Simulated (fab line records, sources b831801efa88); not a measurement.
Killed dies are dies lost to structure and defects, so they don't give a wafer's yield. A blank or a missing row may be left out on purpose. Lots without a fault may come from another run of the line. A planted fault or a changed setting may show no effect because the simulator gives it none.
Which tool did it? | flow gf180mcu | 24 lots, 72 wafers sampled, at 4 steps of a route of 602

WHAT THE GAUGES READ, wafer by wafer
GF_V3_THK_MEAS_01. Usual: V3_CVD_00_THK 601 nm, standard deviation 6.2.
lot  | measured     | on            | V3_CVD_00_THK (nm) | flag
L074 | day 21 18:31 | film_metro-03 | 594 596 592        |
L075 | day 21 15:13 | film_metro-03 | 600 602 601        |
L076 | day 22 03:31 | film_metro-03 | 599 606 608        |
L077 | day 22 18:26 | film_metro-03 | 591 589 594        |
L078 | day 23 01:02 | film_metro-03 | 603 607 598        |
L079 | day 23 03:13 | film_metro-02 | 610 602 605        |
L080 | day 23 13:22 | film_metro-01 | 599 604 603        |
L081 | day 23 23:12 | film_metro-03 | 598 601 595        |
L082 | day 24 06:05 | film_metro-02 | 599 604 600        |
L083 | day 24 13:12 | film_metro-03 | 608 609 599        |
L084 | day 24 22:00 | film_metro-02 | 603 597 595        |
L085 | day 25 05:04 | film_metro-03 | 592 595 595        |
L086 | day 25 11:09 | film_metro-02 | 599 594 599        |
L087 | day 25 16:52 | film_metro-01 | 589 589 587        |
L088 | day 26 08:54 | film_metro-02 | 606 600 599        |
L089 | day 26 14:08 | film_metro-03 | 609 600 606        |
L090 | day 26 21:50 | film_metro-03 | 602 605 605        |
L091 | day 27 00:40 | film_metro-03 | 607 602 611        |
L092 | day 27 10:20 | film_metro-03 | 612 599 603        |
L093 | day 27 20:50 | film_metro-01 | 596 607 594        |
L094 | day 27 22:39 | film_metro-01 | 595 595 603        |
L095 | day 28 08:30 | film_metro-03 | 604 612 611        |
L096 | day 28 14:40 | film_metro-01 | 612 612 612        |
L097 | day 29 00:37 | film_metro-01 | 596 597 592        |

WHICH TOOL RAN EACH LOT (tool, then ch and the chambers of the sampled wafers, then the start)
lot  | GF_LVPWELL_STRIP_10                 | GF_M1_SPUTTER_04             | GF_V2_CMP_04
L074 | plasma_asher-04 ch 1, day 3 20:35   | pvd_sputter-02, day 16 11:35 | cmp-01 ch 0,1,2, day 19 15:27
L075 | plasma_asher-04 ch 0,1, day 4 01:55 | pvd_sputter-02, day 16 09:29 | cmp-02 ch 0,3, day 19 12:52
L076 | plasma_asher-03 ch 0,1, day 4 07:53 | pvd_sputter-02, day 16 19:20 | cmp-02 ch 0,3, day 20 01:10
L077 | plasma_asher-01 ch 0,1, day 4 13:56 | pvd_sputter-01, day 17 11:30 | cmp-01 ch 0,1,2, day 20 16:39
L078 | plasma_asher-01 ch 0,1, day 4 18:34 | pvd_sputter-02, day 17 17:56 | cmp-02 ch 0,2,3, day 20 22:45
L079 | plasma_asher-03 ch 0,1, day 4 23:50 | pvd_sputter-02, day 17 19:37 | cmp-02 ch 2,3, day 21 00:18
L080 | plasma_asher-04 ch 0,1, day 5 06:46 | pvd_sputter-03, day 18 06:34 | cmp-01 ch 0,2,3, day 21 11:35
L081 | plasma_asher-01 ch 0,1, day 5 11:26 | pvd_sputter-01, day 18 17:50 | cmp-01 ch 0,2,3, day 21 22:37
L082 | plasma_asher-04 ch 1, day 5 16:41   | pvd_sputter-01, day 19 01:14 | cmp-01 ch 0,2, day 22 06:01
L083 | plasma_asher-01 ch 0,1, day 5 22:43 | pvd_sputter-02, day 19 09:53 | cmp-02 ch 0,1,2, day 22 13:53
L084 | plasma_asher-01 ch 1, day 6 04:20   | pvd_sputter-02, day 19 18:44 | cmp-01 ch 1,3, day 22 22:24
L085 | plasma_asher-03 ch 0,1, day 6 09:49 | pvd_sputter-01, day 20 02:41 | cmp-02 ch 0,1, day 23 05:35
L086 | plasma_asher-04 ch 0,1, day 6 14:55 | pvd_sputter-02, day 20 09:02 | cmp-01 ch 1,2,3, day 23 12:38
L087 | plasma_asher-04 ch 0,1, day 6 20:59 | pvd_sputter-01, day 20 17:40 | cmp-02 ch 0,2, day 23 18:32
L088 | plasma_asher-04 ch 0,1, day 7 07:10 | pvd_sputter-02, day 21 12:20 | cmp-02 ch 0,3, day 24 12:35
L089 | plasma_asher-03 ch 0,1, day 7 09:46 | pvd_sputter-02, day 21 17:08 | cmp-01 ch 1,2,3, day 24 16:44
L090 | plasma_asher-03 ch 0,1, day 7 15:10 | pvd_sputter-02, day 22 02:30 | cmp-02 ch 0,2,3, day 25 01:54
L091 | plasma_asher-01 ch 1, day 7 19:43   | pvd_sputter-03, day 22 03:44 | cmp-01 ch 0,3, day 25 03:35
L092 | plasma_asher-03 ch 0,1, day 8 03:01 | pvd_sputter-03, day 22 16:09 | cmp-01 ch 1,2, day 25 13:21
L093 | plasma_asher-03 ch 0,1, day 8 08:52 | pvd_sputter-02, day 23 02:13 | cmp-02 ch 2,3, day 26 00:38
L094 | plasma_asher-03 ch 0,1, day 8 13:35 | pvd_sputter-03, day 23 05:37 | cmp-01 ch 0,3, day 26 03:12
L095 | plasma_asher-03 ch 0,1, day 8 18:34 | pvd_sputter-01, day 23 17:00 | cmp-02 ch 1,2,3, day 26 13:53
L096 | plasma_asher-03 ch 0,1, day 8 23:44 | pvd_sputter-02, day 23 23:52 | cmp-02 ch 0,3, day 26 20:40
L097 | plasma_asher-03 ch 0,1, day 9 07:07 | pvd_sputter-03, day 24 06:23 | cmp-01 ch 2,3, day 27 01:58
- GF_LVPWELL_STRIP_10: strips in O2/N2.
- GF_M1_SPUTTER_04: material TiN, target thk 50 nm, time 41.7 s.
- GF_V2_CMP_04: polishes SiO2.

WHAT THE TOOLS THEMSELVES READ (means of the sampled wafers that have a number; where no wafer has one, the mark that the record gives instead)
GF_LVPWELL_STRIP_10. Usual: drypump_motor_current_A 5.6 A, standard deviation 0.39; heater_power_w 356 W, standard deviation 30; oes_product_au 0.722 a.u., standard deviation 0.0047; strip_time_to_endpoint_s 36.97 s, standard deviation 0.11.
lot  | tool            | drypump_motor_current_A (A) | heater_power_w (W) | oes_product_au (a.u.) | strip_time_to_endpoint_s (s) | flag
L074 | plasma_asher-04 | 6.1                         | 333                | 0.722                 | 37.15                        |
L075 | plasma_asher-04 | 6.1                         | 330                | 0.721                 | 37.00                        |
L076 | plasma_asher-03 | 5.6                         | 378                | 0.723                 | 36.97                        |
L077 | plasma_asher-01 | 5.4                         | 340                | 0.720                 | 36.90                        |
L078 | plasma_asher-01 | 5.4                         | 328                | 0.719                 | 36.85                        |
L079 | plasma_asher-03 | 5.4                         | 388                | 0.725                 | 36.90                        |
L080 | plasma_asher-04 | 6.0                         | 336                | 0.721                 | 37.09                        |
L081 | plasma_asher-01 | 5.4                         | 341                | 0.723                 | 36.79                        |
L082 | plasma_asher-04 | 6.1                         | 334                | 0.718                 | 37.05                        |
L083 | plasma_asher-01 | 5.3                         | 326                | 0.723                 | 36.89                        |
L084 | plasma_asher-01 | 5.4                         | 313                | 0.721                 | 36.91                        |
L085 | plasma_asher-03 | 5.6                         | 372                | 0.726                 | 37.12                        |
L086 | plasma_asher-04 | 6.0                         | 333                | 0.721                 | 37.00                        |
L087 | plasma_asher-04 | 6.0                         | 337                | 0.721                 | 36.90                        |
L088 | plasma_asher-04 | 6.0                         | 335                | 0.728                 | 36.97                        |
L089 | plasma_asher-03 | 5.4                         | 385                | 0.719                 | 36.92                        |
L090 | plasma_asher-03 | 5.7                         | 372                | 0.725                 | 37.11                        |
L091 | plasma_asher-01 | 5.4                         | 308                | 0.723                 | 36.85                        |
L092 | plasma_asher-03 | 5.6                         | 375                | 0.720                 | 37.05                        |
L093 | plasma_asher-03 | 5.4                         | 387                | 0.723                 | 36.80                        |
L094 | plasma_asher-03 | 5.6                         | 372                | 0.718                 | 36.98                        |
L095 | plasma_asher-03 | 5.4                         | 384                | 0.721                 | 36.88                        |
L096 | plasma_asher-03 | 5.4                         | 388                | 0.720                 | 37.01                        |
L097 | plasma_asher-03 | 5.6                         | 375                | 0.718                 | 37.08                        |

GF_M1_SPUTTER_04. Usual: throttle_valve_pct 30.1 %, standard deviation 0.72.
lot  | tool           | throttle_valve_pct (%) | flag
L074 | pvd_sputter-02 | 29.7                   |
L075 | pvd_sputter-02 | 30.0                   |
L076 | pvd_sputter-02 | 30.0                   |
L077 | pvd_sputter-01 | 30.1                   |
L078 | pvd_sputter-02 | 29.7                   |
L079 | pvd_sputter-02 | 29.9                   |
L080 | pvd_sputter-03 | 31.3                   |
L081 | pvd_sputter-01 | 29.9                   |
L082 | pvd_sputter-01 | 29.9                   |
L083 | pvd_sputter-02 | 30.0                   |
L084 | pvd_sputter-02 | 29.7                   |
L085 | pvd_sputter-01 | 29.6                   |
L086 | pvd_sputter-02 | 29.9                   |
L087 | pvd_sputter-01 | 30.1                   |
L088 | pvd_sputter-02 | 30.3                   |
L089 | pvd_sputter-02 | 30.2                   |
L090 | pvd_sputter-02 | 30.1                   |
L091 | pvd_sputter-03 | 31.3                   |
L092 | pvd_sputter-03 | 31.2                   |
L093 | pvd_sputter-02 | 29.9                   |
L094 | pvd_sputter-03 | 31.0                   |
L095 | pvd_sputter-01 | 29.8                   |
L096 | pvd_sputter-02 | 30.0                   |
L097 | pvd_sputter-03 | 30.8                   |

GF_V2_CMP_04. Usual: motor_current_A 12.2 A, standard deviation 1.3; time_to_endpoint_s 81 s, standard deviation 4.8.
lot  | tool   | motor_current_A (A) | time_to_endpoint_s (s) | flag
L074 | cmp-01 | 12.2                | 85                     |
L075 | cmp-02 | 12.4                | 82                     |
L076 | cmp-02 | 11.7                | 77                     |
L077 | cmp-01 | 12.3                | 83                     |
L078 | cmp-02 | 11.5                | 85                     |
L079 | cmp-02 | 11.0                | 85                     |
L080 | cmp-01 | 13.7                | 84                     |
L081 | cmp-01 | 13.2                | 80                     |
L082 | cmp-01 | 13.4                | 78                     |
L083 | cmp-02 | 12.2                | 77                     |
L084 | cmp-01 | 10.8                | 84                     |
L085 | cmp-02 | 13.2                | 77                     |
L086 | cmp-01 | 12.2                | 82                     |
L087 | cmp-02 | 11.8                | 84                     |
L088 | cmp-02 | 11.8                | 77                     |
L089 | cmp-01 | 12.1                | 79                     |
L090 | cmp-02 | 11.6                | 75                     |
L091 | cmp-01 | 13.4                | 83                     |
L092 | cmp-01 | 12.5                | 84                     |
L093 | cmp-02 | 11.5                | 82                     |
L094 | cmp-01 | 13.2                | 86                     |
L095 | cmp-02 | 11.5                | 77                     |
L096 | cmp-02 | 12.0                | 80                     |
L097 | cmp-01 | 13.6                | 82                     |

THE ANSWER, worked out from the rows above alone
Rule: a lot is off if the mean of its wafers that have a number lies more than 3 standard deviations from the usual mean. A lot without any number at a reading at which 4 lots or more have one is off too. The other lots that the step has rows for count as sound. The gauges are gone through in route order, then the tools' own readings, and for those a lot's mean is taken as printed above. The first step at which some lot is off is used, and at that step the reading that is off furthest; a lot without a number counts as furthest.
No lot is off at any reading shown: from this, nothing can be told.

WHAT THE SIMULATOR HAD PUT IN
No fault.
